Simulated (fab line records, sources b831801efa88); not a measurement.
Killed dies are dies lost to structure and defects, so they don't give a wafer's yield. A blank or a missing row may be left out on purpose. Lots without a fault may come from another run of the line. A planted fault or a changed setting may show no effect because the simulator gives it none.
A struck lot beside a sound one | flow sky130 | 14 steps out of a route of 708
Sound: wafers L733.1, L733.3, L733.6. Struck: wafers L735.1, L735.5, L735.6. The cause comes at the end.
At each step with rows: each side's tool, then ch and its chambers, then its first start. Under that, the readings that differ: sound wafers | struck wafers | difference of the means | sigmas: that difference in standard deviations of wafers without a fault.
alike: readings whose means differ by less than 2 such deviations, and words and numbers that are the same on both sides. not compared: withheld readings, readings that some wafer has no value for, bounds like >300 that may hide the same value, and numbers for which the record gives no deviation and whose values overlap.
The two part at a step that has a row with sigmas, a row that says differs or no value, or rows on one side only. Numbers that don't overlap but have no deviation are shown without sigmas and don't part them. A reading that every wafer of one side lacks parts them only if that side has two wafers or more.

first, 3 steps without rows for these wafers: SKY_FIELD_ISO_EXPOSE_10 (exposes mask FOM, target cd 150 nm); SKY_FIELD_ISO_PEB_11; SKY_FIELD_ISO_DEVELOP_12 (develop time 60 s).
SKY_FIELD_ISO_CD_MEAS_13: target cd 150 nm.
  sound on cd_sem-01, day 3 23:45; struck on cd_sem-02, day 4 08:53
  alike: cd_nm
SKY_FIELD_ISO_ETCH_14: etches BARC in N2/H2, stops on SiO2, time 45.9 s, target depth 60 nm.
  sound on rie_diel-04 ch 1,2, day 3 23:52; struck on rie_diel-04 ch 1,2,3, day 4 09:01
  alike: drypump_motor_current_A, oes_product_au, throttle_valve_pct
  not compared: rf_hours_counter_h
SKY_FIELD_ISO_ETCH_15: etches the open film in CHF3/O2, stops on Si, target depth 180 nm, time 72 s.
  sound on rie_diel-04 ch 1,2, day 3 23:55; struck on rie_diel-04 ch 1,2,3, day 4 09:03
  alike: drypump_motor_current_A, oes_product_au, throttle_valve_pct
  not compared: rf_hours_counter_h
SKY_FIELD_ISO_STRIP_16: strips in O2/N2.
  sound on plasma_asher-04 ch 0,1, day 3 23:58; struck on plasma_asher-04 ch 0,1, day 4 09:07
  alike: drypump_motor_current_A, oes_product_au, strip_time_to_endpoint_s
  not compared: rf_hours_counter_h
SKY_FIELD_ISO_ETCH_17: etches Si in HBr/Cl2/O2, target depth 342 nm, time 97.7 s.
  sound on rie_si-01 ch 0,1,3, day 4 00:04; struck on rie_si-01 ch 0,2,3, day 4 09:13
  alike: drypump_motor_current_A, oes_product_au, throttle_valve_pct
  not compared: rf_hours_counter_h
then, 4 steps without rows for these wafers: SKY_FIELD_ISO_WET_ETCH_18 (etches Si3N4 in H3PO4, target depth 25 nm, time 286 s); SKY_FIELD_ISO_CLEAN_19 (cleans in SC1/SC2, time 150 s); SKY_FIELD_ISO_CLEAN_20 (cleans in dHF, time 20 s); SKY_FIELD_ISO_WET_ETCH_21 (etches SiO2 in dHF, target depth 20 nm, time 400 s).
SKY_FIELD_ISO_OXIDATION_22: stabilise 600 s, purge 300 s, target thk 10 nm.
  sound on furnace-02 ch 0, day 4 01:39; struck on furnace-01, day 4 09:43
  no value came back on the struck wafers for ox_temp_c (C), ox_temp_c_max; on the sound wafers ox_temp_c (C) reads 949.6 950.4 950.3
then, 1 step without rows for these wafers: SKY_FIELD_ISO_CVD_24 (deposits SiO2, target thk 595 nm, time 99.2 s).

WHERE THEY PART
Only at SKY_FIELD_ISO_OXIDATION_22, within this record.

WHY: what the simulator had put in
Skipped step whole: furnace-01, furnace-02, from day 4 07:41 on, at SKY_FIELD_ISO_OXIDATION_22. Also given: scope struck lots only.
